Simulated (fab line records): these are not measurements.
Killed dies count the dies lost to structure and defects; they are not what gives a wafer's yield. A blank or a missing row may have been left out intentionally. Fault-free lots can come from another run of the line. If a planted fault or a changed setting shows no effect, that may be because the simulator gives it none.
The same fault as seen by 2 desks -- flow gf180mcu -- only its own numbers are on each desk; what lay behind them is given at the end

## THE TOOL OWNER'S DESK: pvd-sputter-02
The tool's own readings at GF_V2_SPUTTER_22 (material TiN, target thk 10 nm, time 40 s): means of the sampled wafers that have a number, for each lot that ran on this tool. If a lot's mean is further than 4 standard deviations from the usual mean, the lot is out of limits and carries the mark OUT (the distance appears in the brackets).
Columns: A = cathode-dc-power-W at GF_V2_SPUTTER_22, usual 4000.0 W; B = chamber-pressure-pa at GF_V2_SPUTTER_22, usual 5.000 Pa; C = throttle-valve-pct at GF_V2_SPUTTER_22, usual 29.9 %
lot,first seen here,A,B,C
L385,day 19 21:46,4000.3,4.995,29.8
L387,day 20 22:04,3999.7,5.005,29.9
L388,day 21 05:50,3999.5,5.007,29.8
L392,day 23 02:32,4000.7,4.995,30.1
L407,day 27 21:22,4000.1,5.009,29.6
Finding of this desk: none of the 5 lots has anything out of limits.

## AT THE METROLOGY DESK
Means of the sampled wafers that have a number, per lot and without regard to the tool the lot ran on: this is what the gauges read. If a lot's mean is further than 4 standard deviations from the usual mean, the lot is out of limits and carries the mark OUT (the distance appears in the brackets).
Columns: A = V2_OVL at GF_V2_OVL_MEAS_15, usual -4 nm
lot,first seen here,A
L385,day 19 20:56,-2
L387,day 20 21:19,-1
L388,day 21 05:04,-8
L389,day 21 14:50,-2
L392,day 23 01:44,-7
L396,day 24 12:41,1
L397,day 24 15:38,-7
L402,day 26 07:08,-4
L403,day 26 23:23,-1
L404,day 27 01:23,-2
L405,day 27 02:55,-9
L406,day 27 12:17,-2
L407,day 27 20:37,-4
L408,day 28 02:37,-7
Finding of this desk: none of the 14 lots has anything out of limits.

## PUT TOGETHER
The desk of the tool owner found nothing out of limits.
Nothing out of limits was seen by the metrology desk.

## WHAT HAD BEEN PUT IN BY THE SIMULATOR
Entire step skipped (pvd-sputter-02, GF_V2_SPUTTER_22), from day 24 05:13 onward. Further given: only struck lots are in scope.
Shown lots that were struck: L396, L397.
